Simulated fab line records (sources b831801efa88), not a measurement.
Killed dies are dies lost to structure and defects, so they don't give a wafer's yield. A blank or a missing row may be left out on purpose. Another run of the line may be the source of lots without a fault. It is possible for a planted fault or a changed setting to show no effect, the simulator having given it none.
Chamber matching | flow sky130 | SKY_SPACER_ETCHBACK_02 on rieDiel-01: 4 sister chambers
The step etches Si3N4 in CH3F/O2, stops on SiO2, time 46.7 s, target depth 45 nm. 4 wafers are shown with their chamber, then 6 later ones without.

== WAFERS PAIRED WITH THEIR CHAMBERS ==
wafer  | chamber | oesProductAu (a.u.)
L291.4 | 1       | 0.862
L291.5 | 2       | 0.849
L293.4 | 0       | 0.846
L293.5 | 3       | 0.844

== WAFERS WITHOUT THEIR CHAMBER ==
wafer  | oesProductAu (a.u.)
L293.6 | 0.852
L294.3 | 0.853
L294.4 | 0.852
L302.2 | 0.859
L302.3 | 0.860
L302.5 | 0.859

== THE CHAMBER EACH PASSED THROUGH ==
wafer  | from the rows above               | in truth
L293.6 | can't be placed: 2 or 0 or 3      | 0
L294.3 | can't be placed: 2 or 0 or 1 or 3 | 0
L294.4 | can't be placed: 2 or 0 or 3      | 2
L302.2 | 1                                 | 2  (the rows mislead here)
L302.3 | 1                                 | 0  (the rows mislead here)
L302.5 | 1                                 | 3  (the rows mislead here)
Correct placement for 0 of the 6. Unplaceable from these rows: 3, with the true chamber sitting among the candidates in 3. 3 placed wrongly.
How it was worked out, from the rows above alone: a wafer's distance from a chamber is the root of the sum, over the readings, of the square of ((its reading less the chamber's mean) divided by the reading's scatter). If the next closest chamber is less than 2 further off than the closest, the wafer can't be placed; otherwise it belongs to the closest. A chamber's mean is the mean of its shown wafers. The scatter (one wafer shown for each chamber): square how far every hidden wafer sits from the nearest shown wafer, average those squares and take the square root.
